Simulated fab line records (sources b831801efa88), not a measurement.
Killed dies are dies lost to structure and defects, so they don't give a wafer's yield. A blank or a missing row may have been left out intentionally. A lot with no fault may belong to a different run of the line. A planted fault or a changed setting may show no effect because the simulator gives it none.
fab line records	flow sky130	part 1 of 2: steps 1 to 41 of 42
record lots=5	wafers=15	last_day=49
route steps=708 shown GATE_OXIDE@192 POLY_GATE@204 RES_PROTECT@206 PAD_OPEN@708
lots with no fault: from the same line, run without faults
start_h: start of the lot's first displayed wafer, in hours after the record's first day	wait_h: how many hours have passed since the lot's step before this one	" as in the row above	L1.1+2: a row that stands for several wafers	- value missing, or start not given	* or withheld: withheld	< > ~ a bound
route shown NAME@n: NAME is a module with steps in the file, n the number in the route of the first one	usual: mean and standard deviation over wafers with no fault	same: alike in all rows	chamber/n: place in a boat	sites: the reading at each site	_std_site: the values' standard deviation	_edge_site: mean of outer sites minus mean of inner sites	radius_mm: how far each site lies from the wafer's centre	mask NAME#n: copy n	behind: the tool/chamber that last shaped the wafer	hold: the reason the lot was held/the length of the hold in hours/how it ended	device: whichever transistor did not switch (one of n, p or np)	end of line: tests run on the same wafers once the route is complete	a step with no rows: only its recipe	killed: count of dies lost to structure and defects at first sort (not the wafer's yield)	map: a wafer's dies, x killed, . not, _ none there
set.NAME: setting as actually run; set.NAME@STEP: the setting as run at that earlier step	model.NAME: the simulator's own value behind a step, which no gauge read
lots at selected steps of the route; one table per step, one row per wafer
services: from which hour (start_h, from the record's first day; less than 0 if before it) a tool's chamber was out of use, for how many hours, and why
## steps
# step SKY_GATE_OXIDE_COAT_05
# recipe resist=NOVOLAK	spin_rpm=3000	resist_thk_nm=1140
# step SKY_GATE_OXIDE_SOFTBAKE_06
# recipe temp_c=90	time_s=60	resist=NOVOLAK
# step SKY_GATE_OXIDE_EXPOSE_07
# recipe mask_id=LVOM	na=0.6	source_shape=conventional	sigma_outer=0.6	polarization=unpolarized	target_cd_nm=600	dose_mj=170
# step SKY_GATE_OXIDE_PEB_08
# recipe temp_c=withheld	time_s=*	resist=NOVOLAK
# step SKY_GATE_OXIDE_DEVELOP_09
# recipe resist=NOVOLAK	developer=TMAH	develop_time_s=60	dev_temp_c=23
# step SKY_GATE_OXIDE_OVL_MEAS_10
# usual GATE_OXIDE_OVL=0.2/1.3
lot.wafer	tool	chamber	start_h	wait_h	GATE_OXIDE_OVL[nm]
L866.1	overlay-02	-	305.23	0.1	1.4
L866.2	"	-	"	"	-1.5
L866.6	"	-	"	"	-1.0
L877.2	overlay-01	-	413.71	0.1	1.8
L877.3	"	-	"	"	3.3
L877.6	"	-	"	"	3.5
L879.1	overlay-01	-	427.22	0.1	-0.8
L879.4	"	-	"	"	-0.7
L879.6	"	-	"	"	0.9
L885.4	overlay-01	-	481.62	0.1	-0.7
L885.5	"	-	"	"	-1.3
L885.6	"	-	"	"	-0.1
L887.1	overlay-01	-	493.42	0.1	0.6
L887.3	"	-	"	"	1.4
L887.5	"	-	"	"	-1.6
# step SKY_GATE_OXIDE_IMPLANT_11
# recipe species=B	energy_kev=10	dose_cm2=2.6e+12	tilt_deg=withheld
# step SKY_GATE_OXIDE_WET_ETCH_12
# recipe chemistry=dHF	target_depth_nm=16.8	dry=n2_spin	target=SiO2	dilution=100:1	temp_c=25	time_s=336
# step SKY_GATE_OXIDE_STRIP_13
# recipe chemistry=O2/N2	power_w=1400	pressure_mtorr=1500	platen_temp_c=withheld	o2_flow_sccm=3000	n2_flow_sccm=300	overash_fraction=0.5
# usual drypump_motor_current_A=5.7/0.35	o2_flow_sccm=3001/8.7	oes_product_au=0.715/0.0047	strip_time_to_endpoint_s=14.18/0.048
lot.wafer	tool	chamber	start_h	wait_h	drypump_motor_current_A	o2_flow_sccm	oes_product_au	rf_hours_counter_h	strip_time_to_endpoint_s
L866.1	plasma_asher-02	1	305.52	0.0	6.0	3004	0.717	62	14.13
L866.2	"	0	"	"	5.2	3002	0.712	62	14.14
L866.6	"	1	"	"	6.1	3008	0.712	-	14.14
L877.2	plasma_asher-02	1	413.99	0.0	6.0	3005	0.719	73	14.20
L877.3	"	1	"	"	6.0	2998	0.715	-	14.23
L877.6	"	1	"	"	6.0	3004	0.714	-	14.23
L879.1	plasma_asher-01	1	427.51	0.0	5.7	3000	0.722	60	14.20
L879.4	"	0	"	"	5.9	2997	0.706	-	14.23
L879.6	"	0	"	"	6.0	3003	0.720	-	14.21
L885.4	plasma_asher-02	0	481.92	0.0	5.2	2996	0.720	-	14.22
L885.5	"	1	"	"	6.0	3002	0.717	-	14.20
L885.6	"	0	"	"	5.1	3013	0.717	-	14.26
L887.1	plasma_asher-02	1	493.71	0.0	6.0	3012	0.717	6	14.16
L887.3	"	1	"	"	6.0	2996	0.710	-	14.16
L887.5	"	1	"	"	6.0	3002	0.715	-	14.17
# step SKY_GATE_OXIDE_TW_MEAS_14
# usual GATE_OXIDE_TW=223.6/2.2
lot.wafer	tool	chamber	start_h	wait_h	GATE_OXIDE_TW
L866.1	film_metro-03	-	305.62	0.1	223.6
L866.2	"	-	"	"	222.6
L866.6	"	-	"	"	223.2
L877.2	film_metro-03	-	414.10	0.1	222.9
L877.3	"	-	"	"	222.1
L877.6	"	-	"	"	223.0
L879.1	film_metro-02	-	427.61	0.1	221.3
L879.4	"	-	"	"	220.9
L879.6	"	-	"	"	220.7
L885.4	film_metro-03	-	482.02	0.1	222.1
L885.5	"	-	"	"	223.5
L885.6	"	-	"	"	222.5
L887.1	film_metro-02	-	493.81	0.1	222.4
L887.3	"	-	"	"	221.7
L887.5	"	-	"	"	221.3
# step SKY_GATE_OXIDE_CLEAN_15
# recipe chemistry=SC1/SC2	mix=1:4:20	temp_c=70	time_s=150	dry=n2_spin
# step SKY_GATE_OXIDE_OXIDATION_16
# recipe temp_c=800	ambient=O2	idle_temp_c=700	ramp_up_c_per_min=10	ramp_down_c_per_min=3	stabilise_s=600	purge_s=300	target_thk_a=35.7	ox_time_s=1915
# step SKY_POLY_GATE_CVD_00
# recipe material=poly-Si	target_thk_nm=180	temp_c=620	time_s=720	pressure_mtorr=200
# usual spike_tc_bottom_C=639.0/1.8	spike_tc_centre_C=620.3/1.5	spike_tc_lower_C=619.5/1.3	spike_tc_upper_C=619.5/1.1	susceptor_temp_C=619.9/0.32	zone_power_bottom_pct=13.1/0.68
lot.wafer	tool	chamber	start_h	wait_h	spike_tc_bottom_C	spike_tc_centre_C	spike_tc_lower_C	spike_tc_upper_C	susceptor_temp_C	zone_power_bottom_pct	model.poly-Si_of_POLY_GATE_CVD_00.thk_nm
L866.1	lpcvd-01	1	308.42	0.0	639.6	621.0	619.9	618.2	619.4	13.6	178.7
L866.2	"	1	"	"	636.4	620.3	617.9	619.4	619.1	13.8	178.4
L866.6	"	1	"	"	637.3	623.3	618.5	620.4	618.7	13.6	179.1
L877.2	lpcvd-01	1	419.32	0.0	638.8	620.1	618.5	618.7	620.0	13.6	178.6
L877.3	"	1	"	"	637.3	621.3	616.7	618.0	620.4	13.8	177.2
L877.6	"	1	"	"	639.5	622.7	618.5	618.9	620.1	13.4	178.4
L879.1	lpcvd-01	1	431.40	0.0	637.3	622.2	618.1	616.1	620.2	13.6	176.7
L879.4	"	1	"	"	638.0	620.6	618.9	621.7	619.9	13.7	179.6
L879.6	"	1	"	"	637.6	622.1	617.7	618.7	619.9	13.7	180.5
L885.4	lpcvd-01	1	483.63	0.0	632.8	616.1	615.7	614.4	615.2	13.4	160.8
L885.5	"	1	"	"	632.5	617.6	614.3	616.1	615.6	13.5	162.2
L885.6	"	1	"	"	633.7	616.9	613.7	613.7	615.7	13.0	161.9
L887.1	lpcvd-01	0	496.21	0.8	642.5	619.1	620.5	620.3	620.3	12.2	180.6
L887.3	"	0	"	"	641.6	619.6	619.6	621.0	619.7	12.2	178.6
L887.5	"	0	"	"	641.9	618.5	620.0	620.9	619.5	12.2	179.4
# step SKY_POLY_GATE_THK_MEAS_01
# recipe reads=poly-Si_of_POLY_GATE_CVD_00
# usual POLY_GATE_CVD_00_THK=178.8/1.5
lot.wafer	tool	chamber	start_h	wait_h	POLY_GATE_CVD_00_THK[nm]
L866.1	film_metro-01	-	309.62	0.0	178.7
L866.2	"	-	"	"	178.2
L866.6	"	-	"	"	179.0
L877.2	film_metro-02	-	420.53	0.0	178.5
L877.3	"	-	"	"	177.1
L877.6	"	-	"	"	178.4
L879.1	film_metro-02	-	432.60	0.0	176.7
L879.4	"	-	"	"	179.7
L879.6	"	-	"	"	180.7
L885.4	film_metro-01	-	484.86	0.0	160.9
L885.5	"	-	"	"	162.2
L885.6	"	-	"	"	161.7
L887.1	film_metro-02	-	497.41	0.0	180.6
L887.3	"	-	"	"	178.6
L887.5	"	-	"	"	179.4
# step SKY_RES_PROTECT_DEHYDRATE_00
# recipe temp_c=200	time_s=60
# step SKY_RES_PROTECT_HMDS_01
# recipe prime_time_s=60	prime_temp_c=120
# step SKY_RES_PROTECT_COAT_02
# recipe resist=NOVOLAK	spin_rpm=3000	resist_thk_nm=1140
# step SKY_RES_PROTECT_SOFTBAKE_03
# recipe temp_c=90	time_s=60	resist=NOVOLAK
# step SKY_RES_PROTECT_EXPOSE_04
# recipe mask_id=RPM	na=0.6	source_shape=conventional	sigma_outer=0.6	polarization=unpolarized	target_cd_nm=1270	dose_mj=131
# step SKY_RES_PROTECT_PEB_05
# recipe temp_c=withheld	time_s=*	resist=NOVOLAK
# step SKY_RES_PROTECT_DEVELOP_06
# recipe resist=NOVOLAK	developer=TMAH	develop_time_s=60	dev_temp_c=23
# step SKY_POLY_GATE_IMPLANT_02
# recipe species=P	energy_kev=30	dose_cm2=7.7e+15	tilt_deg=0
# step SKY_RES_PROTECT_STRIP_07
# recipe chemistry=O2/N2	power_w=1400	pressure_mtorr=1500	platen_temp_c=withheld	o2_flow_sccm=3000	n2_flow_sccm=300	overash_fraction=0.5
# usual drypump_motor_current_A=5.9/0.56	o2_flow_sccm=3001/9	oes_product_au=0.517/0.0047	strip_time_to_endpoint_s=23.29/0.044
lot.wafer	tool	chamber	start_h	wait_h	drypump_motor_current_A	o2_flow_sccm	oes_product_au	rf_hours_counter_h	strip_time_to_endpoint_s
L866.1	plasma_asher-02	1	336.06	0.1	6.1	3015	0.512	65	23.30
L866.2	"	0	"	"	5.2	3001	0.521	65	23.20
L866.6	"	1	"	"	6.0	3023	0.520	-	23.24
L877.2	plasma_asher-04	0	450.46	0.1	6.1	2993	0.515	76	23.24
L877.3	"	1	"	"	5.4	2987	0.517	-	23.33
L877.6	"	1	"	"	5.4	2988	0.519	-	23.32
L879.1	plasma_asher-03	1	463.83	0.1	6.7	3015	0.523	33	23.28
L879.4	"	0	"	"	6.7	3014	0.521	-	23.25
L879.6	"	0	"	"	6.8	3005	0.512	-	23.28
L885.4	plasma_asher-03	1	516.02	0.1	6.7	3002	0.519	-	23.34
L885.5	"	1	"	"	6.7	3000	0.516	-	23.29
L885.6	"	0	"	"	6.7	2997	0.508	-	23.32
L887.1	plasma_asher-02	1	528.01	0.1	6.0	3001	0.511	10	23.25
L887.3	"	0	"	"	5.2	2998	0.519	-	23.25
L887.5	"	0	"	"	5.2	3004	0.515	-	23.24
# step SKY_RES_PROTECT_TW_MEAS_08
# usual POLY_GATE_TW=4020/33
lot.wafer	tool	chamber	start_h	wait_h	POLY_GATE_TW
L866.1	film_metro-01	-	336.16	0.1	4011
L866.2	"	-	"	"	3999
L866.6	"	-	"	"	4013
L877.2	film_metro-04	-	450.57	0.1	4060
L877.3	"	-	"	"	4060
L877.6	"	-	"	"	4046
L879.1	film_metro-01	-	463.93	0.1	3993
L879.4	"	-	"	"	3989
L879.6	"	-	"	"	3970
L885.4	film_metro-01	-	516.11	0.1	3987
L885.5	"	-	"	"	3985
L885.6	"	-	"	"	4016
L887.1	film_metro-01	-	528.11	0.1	3983
L887.3	"	-	"	"	3974
L887.5	"	-	"	"	3978
# step SKY_RES_PROTECT_CLEAN_09
# recipe chemistry=SC1/SC2	mix=1:4:20	temp_c=70	time_s=150	dry=n2_spin
lot.wafer	tool	chamber	start_h	wait_h	model.poly-Si_of_POLY_GATE_CVD_00.thk_nm
L866.1	wet_bench-02	0	336.22	0.1	178.1
L866.2	"	0	"	"	177.7
L866.6	"	0	"	"	178.4
L877.2	wet_bench-03	2	450.62	0.0	177.9
L877.3	"	2	"	"	176.6
L877.6	"	2	"	"	177.7
L879.1	wet_bench-04	0	463.99	0.1	176
L879.4	"	0	"	"	179
L879.6	"	0	"	"	179.9
L885.4	wet_bench-02	3	516.14	0.0	160.2
L885.5	"	3	"	"	161.6
L885.6	"	3	"	"	161.3
L887.1	wet_bench-04	3	528.17	0.1	179.9
L887.3	"	3	"	"	178
L887.5	"	3	"	"	178.7
# step SKY_POLY_GATE_CVD_03
# recipe material=Si3N4	precursor=DCS/NH3	target_thk_nm=75	temp_c=770	time_s=1290	pressure_mtorr=250
# step SKY_POLY_GATE_THK_MEAS_04
# recipe reads=Si3N4_of_POLY_GATE_CVD_03
# usual POLY_GATE_CVD_03_THK=75.4/0.74
lot.wafer	tool	chamber	start_h	wait_h	POLY_GATE_CVD_03_THK[nm]
L866.1	film_metro-03	-	337.63	0.0	76.8
L866.2	"	-	"	"	75.9
L866.6	"	-	"	"	76.2
L877.2	film_metro-03	-	453.11	0.0	75.5
L877.3	"	-	"	"	75.2
L877.6	"	-	"	"	75.2
L879.1	film_metro-03	-	466.14	0.0	73.5
L879.4	"	-	"	"	73.5
L879.6	"	-	"	"	73.8
L885.4	film_metro-03	-	517.58	0.0	76.5
L885.5	"	-	"	"	76.3
L885.6	"	-	"	"	76.3
L887.1	film_metro-02	-	529.64	0.0	74.4
L887.3	"	-	"	"	75.7
L887.5	"	-	"	"	74.3
# step SKY_POLY_GATE_DEHYDRATE_05
# recipe temp_c=200	time_s=60
# step SKY_POLY_GATE_HMDS_06
# recipe prime_time_s=60	prime_temp_c=120
# step SKY_POLY_GATE_COAT_07
# recipe resist=BARC	temp_c=withheld	time_s=withheld	spin_rpm=3000	resist_thk_nm=110
# step SKY_POLY_GATE_COAT_08
# recipe resist=KrF-thick	spin_rpm=3000	resist_thk_nm=450
# step SKY_POLY_GATE_SOFTBAKE_09
# recipe temp_c=100	time_s=90	resist=KrF-thick
# step SKY_POLY_GATE_EXPOSE_10
# recipe mask_id=P1M	na=0.68	source_shape=conventional	sigma_outer=0.6	target_cd_nm=150	dose_mj=28
# step SKY_POLY_GATE_PEB_11
# recipe peb_temp_c=withheld	peb_time_s=withheld	resist=KrF-thick
# step SKY_POLY_GATE_DEVELOP_12
# recipe develop_time_s=60	resist=KrF-thick	dev_temp_c=21
# step SKY_POLY_GATE_CD_MEAS_13
# recipe target_cd_nm=150
# usual cd_nm=150.3/1.1
lot.wafer	tool	chamber	start_h	wait_h	cd_nm
L866.1	cd_sem-02	-	365.18	-	150.4
L866.2	"	-	"	"	151.3
L866.6	"	-	"	"	151.4
L877.2	cd_sem-02	-	484.57	-	152.4
L877.3	"	-	"	"	152.0
L877.6	"	-	"	"	151.6
L879.1	cd_sem-02	-	496.90	-	151.3
L879.4	"	-	"	"	151.2
L879.6	"	-	"	"	150.9
L885.4	cd_sem-02	-	547.87	-	149.6
L885.5	"	-	"	"	150.9
L885.6	"	-	"	"	151.1
L887.1	cd_sem-02	-	558.90	-	150.1
L887.3	"	-	"	"	150.4
L887.5	"	-	"	"	151.4
# step SKY_POLY_GATE_OVL_MEAS_14
# usual POLY_GATE_OVL=2/5.7
lot.wafer	tool	chamber	start_h	wait_h	POLY_GATE_OVL[nm]
L866.1	overlay-01	-	365.30	0.1	7
L866.2	"	-	"	"	-7
L866.6	"	-	"	"	-1
L877.2	overlay-01	-	484.67	0.1	8
L877.3	"	-	"	"	12
L877.6	"	-	"	"	12
L879.1	overlay-01	-	497.02	0.1	5
L879.4	"	-	"	"	-2
L879.6	"	-	"	"	-2
L885.4	overlay-01	-	547.95	0.1	-5
L885.5	"	-	"	"	1
L885.6	"	-	"	"	-1
L887.1	overlay-01	-	559.02	0.1	6
L887.3	"	-	"	"	6
L887.5	"	-	"	"	7
# step SKY_POLY_GATE_ETCH_15
# recipe chemistry=N2/H2	target=BARC	ion_energy_ev=200	source_w=500	bias_w=100	pressure_mtorr=30	n2_flow_sccm=100	h2_flow_sccm=200	stop_on=SiO2	time_s=118.5	target_depth_a=1100
# usual drypump_motor_current_A=5.8/0.56	oes_product_au=0.716/0.0052	rf_fwd_power_W=497.0/1.5	throttle_valve_pct=13.214/0.0086
lot.wafer	tool	chamber	start_h	wait_h	drypump_motor_current_A	oes_product_au	rf_fwd_power_W	rf_hours_counter_h	throttle_valve_pct
L866.1	rie_diel-04	2	365.34	0.0	5.2	0.717	495.3	3	13.225
L866.2	"	0	"	"	5.6	0.725	496.8	47	13.211
L866.6	"	1	"	"	5.4	0.720	494.8	-	13.210
L877.2	rie_diel-03	1	484.70	0.0	6.7	0.721	495.0	1	13.224
L877.3	"	2	"	"	5.2	0.720	496.1	10	13.223
L877.6	"	0	"	"	6.8	0.713	496.9	-	13.223
L879.1	rie_diel-03	2	497.05	0.0	5.2	0.714	496.4	10	13.206
L879.4	"	0	"	"	6.8	0.714	499.4	-	13.220
L879.6	"	1	"	"	6.7	0.717	499.3	-	13.221
L885.4	rie_diel-04	3	547.96	0.0	6.0	0.711	493.1	81	13.218
L885.5	"	0	"	"	5.6	0.715	494.3	-	13.221
L885.6	"	1	"	"	5.4	0.701	496.9	-	13.225
L887.1	rie_diel-01	0	559.05	0.0	5.8	0.716	495.3	17	13.216
L887.3	"	3	"	"	6.0	0.717	495.3	10	13.204
L887.5	"	0	"	"	5.8	0.710	496.7	-	13.206
# step SKY_POLY_GATE_ETCH_16
# recipe stop_on=poly-Si	chemistry=CH3F/O2	target=Si3N4	source_w=400	bias_w=80	pressure_mtorr=25	ch3f_flow_sccm=40	O2_flow_sccm=30	time_s=147.5	target_depth_a=750
# usual drypump_motor_current_A=5.8/0.56	oes_product_au=0.642/0.0049	rf_fwd_power_W=398.3/1.2	throttle_valve_pct=10.534/0.0086
lot.wafer	tool	chamber	start_h	wait_h	drypump_motor_current_A	oes_product_au	rf_fwd_power_W	rf_hours_counter_h	throttle_valve_pct
L866.1	rie_diel-04	2	365.42	0.0	5.2	0.649	397.4	4	10.533
L866.2	"	0	"	"	5.6	0.636	399.8	47	10.530
L866.6	"	1	"	"	5.4	0.637	397.5	-	10.545
L877.2	rie_diel-03	1	484.79	0.0	6.7	0.635	397.8	1	10.539
L877.3	"	2	"	"	5.2	0.647	397.1	10	10.517
L877.6	"	0	"	"	6.8	0.644	398.2	-	10.534
L879.1	rie_diel-03	2	497.14	0.0	5.2	0.644	399.2	10	10.523
L879.4	"	0	"	"	6.8	0.637	398.6	-	10.521
L879.6	"	1	"	"	6.7	0.632	397.4	-	10.531
L885.4	rie_diel-04	3	548.05	0.0	6.0	0.646	398.5	81	10.539
L885.5	"	0	"	"	5.5	0.649	397.0	-	10.536
L885.6	"	1	"	"	5.4	0.655	400.2	-	10.540
L887.1	rie_diel-01	0	559.14	0.0	5.8	0.643	395.9	17	10.524
L887.3	"	3	"	"	6.0	0.643	397.2	10	10.540
L887.5	"	0	"	"	5.8	0.639	397.7	-	10.526
# step SKY_POLY_GATE_ETCH_17
# recipe target_depth_nm=180	stop_on=SiO2	over_etch_frac=0.56667	chemistry=HBr/Cl2	target=poly-Si	icp_w=400	bias_w=100	pressure_mtorr=10	HBr_flow_sccm=150	Cl2_flow_sccm=50	time_s=70.5
# usual drypump_motor_current_A=5.73/0.24	he_backside_leak_sccm=2.68/0.19	oes_product_au=0.982/0.0071	rf_fwd_power_W=397.0/1.3	throttle_valve_pct=33.684/0.0086
lot.wafer	tool	chamber	start_h	wait_h	drypump_motor_current_A	he_backside_leak_sccm	oes_product_au	rf_fwd_power_W	rf_hours_counter_h	throttle_valve_pct	model.POLY_GATE.feature_depth_nm	model.etch.depth_nm
L866.1	rie_si-01	3	365.52	0.0	5.61	3.07	0.987	397.4	64	33.672	178.1	178.1
L866.2	"	1	"	"	5.78	3.00	0.985	397.3	1	33.677	177.7	177.7
L866.6	"	2	"	"	5.61	2.66	0.982	397.4	-	33.685	178.4	178.4
L877.2	rie_si-02	3	484.89	0.0	6.12	2.51	0.973	396.8	4	33.669	177.9	177.9
L877.3	"	2	"	"	5.88	2.53	0.987	397.1	40	33.679	176.6	176.6
L877.6	"	3	"	"	6.12	2.54	0.982	395.0	-	33.687	177.7	177.7
L879.1	rie_si-02	0	497.24	0.0	5.70	2.79	0.969	395.0	0	33.684	176	176
L879.4	"	3	"	"	6.13	2.39	0.999	398.0	4	33.681	179	179
L879.6	"	0	"	"	5.73	2.75	0.989	397.5	-	33.696	179.9	179.9
L885.4	rie_si-02	3	548.15	0.0	6.11	2.44	0.921	397.0	4	33.680	160.2	160.2
L885.5	"	2	"	"	5.86	2.64	0.914	396.3	-	33.677	161.6	161.6
L885.6	"	1	"	"	5.22	2.56	0.923	394.3	-	33.684	161.3	161.3
L887.1	rie_si-02	3	559.24	0.0	6.12	2.48	0.992	395.6	4	33.666	179.9	179.9
L887.3	"	0	"	"	5.70	2.80	0.978	394.4	1	33.685	178	178
L887.5	"	2	"	"	5.86	2.74	0.982	396.8	-	33.687	178.7	178.7
# step SKY_POLY_GATE_STRIP_18
# recipe chemistry=O2/N2	power_w=1400	pressure_mtorr=1500	platen_temp_c=withheld	o2_flow_sccm=3000	n2_flow_sccm=300	overash_fraction=0.5
# usual drypump_motor_current_A=6.1/0.56	o2_flow_sccm=2998/16	oes_product_au=0.361/0.0047	strip_time_to_endpoint_s=3.17/0.037
lot.wafer	tool	chamber	start_h	wait_h	drypump_motor_current_A	o2_flow_sccm	oes_product_au	rf_hours_counter_h	strip_time_to_endpoint_s
L866.1	plasma_asher-01	0	365.58	0.0	6.0	2982	0.372	54	3.25
L866.2	"	1	"	"	5.7	2993	0.362	54	3.17
L866.6	"	0	"	"	6.0	2994	0.361	-	3.21
L877.2	plasma_asher-02	1	484.94	0.0	6.0	2994	0.368	5	3.18
L877.3	"	1	"	"	6.0	2994	0.363	-	3.15
L877.6	"	0	"	"	5.2	2996	0.361	-	3.15
L879.1	plasma_asher-01	1	497.29	0.0	5.7	2996	0.359	67	3.20
L879.4	"	0	"	"	6.0	3004	0.370	-	3.15
L879.6	"	0	"	"	5.9	3006	0.364	-	3.17
L885.4	plasma_asher-03	0	548.24	0.1	6.8	2990	0.355	-	3.15
L885.5	"	1	"	"	6.7	2999	0.353	-	3.13
L885.6	"	0	"	"	6.7	2995	0.357	-	3.22
L887.1	plasma_asher-02	0	559.29	0.0	5.2	3003	0.365	12	3.16
L887.3	"	0	"	"	5.2	2999	0.364	-	3.18
L887.5	"	1	"	"	6.0	2985	0.358	-	3.15
## key
first_sign step=SKY_POLY_GATE_CVD_00	reading=susceptor_temp_C	direction=down	sigmas=14	usual=*	struck=*
effect step=SKY_POLY_GATE_CVD_00	reading=spike_tc_upper_C	direction=down	sigmas=4.4	usual=619.5	struck=614.7
effect step=SKY_POLY_GATE_THK_MEAS_01	reading=POLY_GATE_CVD_00_THK	direction=down	sigmas=12	usual=178.8	struck=161.6
effect step=SKY_POLY_GATE_ETCH_17	reading=oes_product_au	direction=down	sigmas=8.8	usual=0.982	struck=0.919
model_effect step=SKY_POLY_GATE_CVD_00	value=poly-Si_of_POLY_GATE_CVD_00.thk_nm	without=179.9	struck=161.6
model_effect step=SKY_RES_PROTECT_CLEAN_09	value=poly-Si_of_POLY_GATE_CVD_00.thk_nm	without=179.2	struck=161
model_effect step=SKY_POLY_GATE_ETCH_17	value=POLY_GATE.feature_depth_nm	without=178.9	struck=161
model_effect step=SKY_PAD_OPEN_PROBE_99	value=etest.res_high_po.line_ohm_um	without=748.4	struck=823
met_at SKY_POLY_GATE_CVD_00
struck_wafers L885.4,L885.5,L885.6
tester_left_out L885
onset_between 431.40 483.63
fault kind=process_parameter_drift	tool=lpcvd-01	chamber=1	onset_h=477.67	steps=SKY_POLY_GATE_CVD_00	channel=temp_c	offset=*	shape=step	end_h=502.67	stated=*
# tester_left_out: of these lots the tester's yield and bins aren't shown, on N5 and GAA mostly nor the transistor test; their killed dies are dies lost to structure and defects alone, not to doping, threshold or leakage, so they don't give the yield
